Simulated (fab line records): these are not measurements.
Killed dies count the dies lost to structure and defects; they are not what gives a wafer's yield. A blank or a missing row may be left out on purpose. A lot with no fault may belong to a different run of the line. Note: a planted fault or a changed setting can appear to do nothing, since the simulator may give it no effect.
A lot that was struck, set against a sound lot :: flow sky130 :: 15 out of 708 route steps
Sound: these wafers, L729.1, L729.2, L729.6. Struck: wafer L738.3. (L738.1, L738.6 of the same lot were not struck and are left out.) The cause comes at the end.
At each step with rows: each side's tool, then ch and its chambers, then its first start. Under that, the readings that differ: sound wafers :: struck wafers :: difference of the means :: sigmas: that difference in standard deviations of wafers without a fault.
alike: readings with means less than 2 such deviations apart, plus words and numbers identical on both sides. not compared: withheld readings, readings lacking a value on some wafer, bounds such as >300 that could conceal the same value, and numbers that have no deviation in the record and whose values overlap.
A row with sigmas, a row that says differs or no value, or rows on one side alone: a step with any of these is where the two part. Numbers that have no deviation but don't overlap get no sigmas and don't part them. A reading that every wafer of one side lacks parts them only if that side has two wafers or more.

first, 4 steps without rows for these wafers: SKY_DNWELL_EXPOSE_04 (exposes mask DNM, target cd 3000 nm); SKY_DNWELL_PEB_05; SKY_DNWELL_DEVELOP_06 (develop time 60 s); SKY_DNWELL_IMPLANT_07.
SKY_DNWELL_STRIP_08: strips in O2/N2.
  sound on plasma asher-01 ch 0,1, day 3 14:37; struck on plasma asher-01 ch 1, day 5 20:06
reading: strip time to endpoint s (s)
sound: 36.64 36.72 36.69
struck: 36.90
difference: +0.22
sigmas: +2
  alike: drypump motor current A, oes product au
  not compared: rf hours counter h
SKY_DNWELL_TW_MEAS_09:
  struck on film metro-04, day 5 20:12; sound on film metro-04, day 3 14:43
  alike: DNWELL_TW
then, 6 steps without rows for these wafers: SKY_PWDE_DEHYDRATE_00 (time 60 s); SKY_PWDE_HMDS_01 (prime time 60 s); SKY_PWDE_COAT_02 (resist thk 3000 nm); SKY_PWDE_SOFTBAKE_03; SKY_PWDE_EXPOSE_04 (exposes mask PWDEM, target cd 840 nm); SKY_PWDE_PEB_05.
SKY_PWDE_DEVELOP_06: develop time 60 s.
  sound on litho track-03 ch 0, day 4 06:00; struck on litho track-01 ch 0, day 6 14:00
  alike: exhaust pa, resist line temp C
SKY_PWDE_OVL_MEAS_07:
  struck on overlay-02, day 6 14:40; sound on overlay-02, day 4 06:37
  not compared: PWDE_OVL
then, 1 step without rows for these wafers: SKY_PWDE_IMPLANT_08.

== WHERE THEY PART ==
SKY_DNWELL_STRIP_08 only, going by this record. Later steps at which nothing parts them and some readings are alike: SKY_DNWELL_TW_MEAS_09, SKY_PWDE_DEVELOP_06.

WHY: whatever the simulator had introduced
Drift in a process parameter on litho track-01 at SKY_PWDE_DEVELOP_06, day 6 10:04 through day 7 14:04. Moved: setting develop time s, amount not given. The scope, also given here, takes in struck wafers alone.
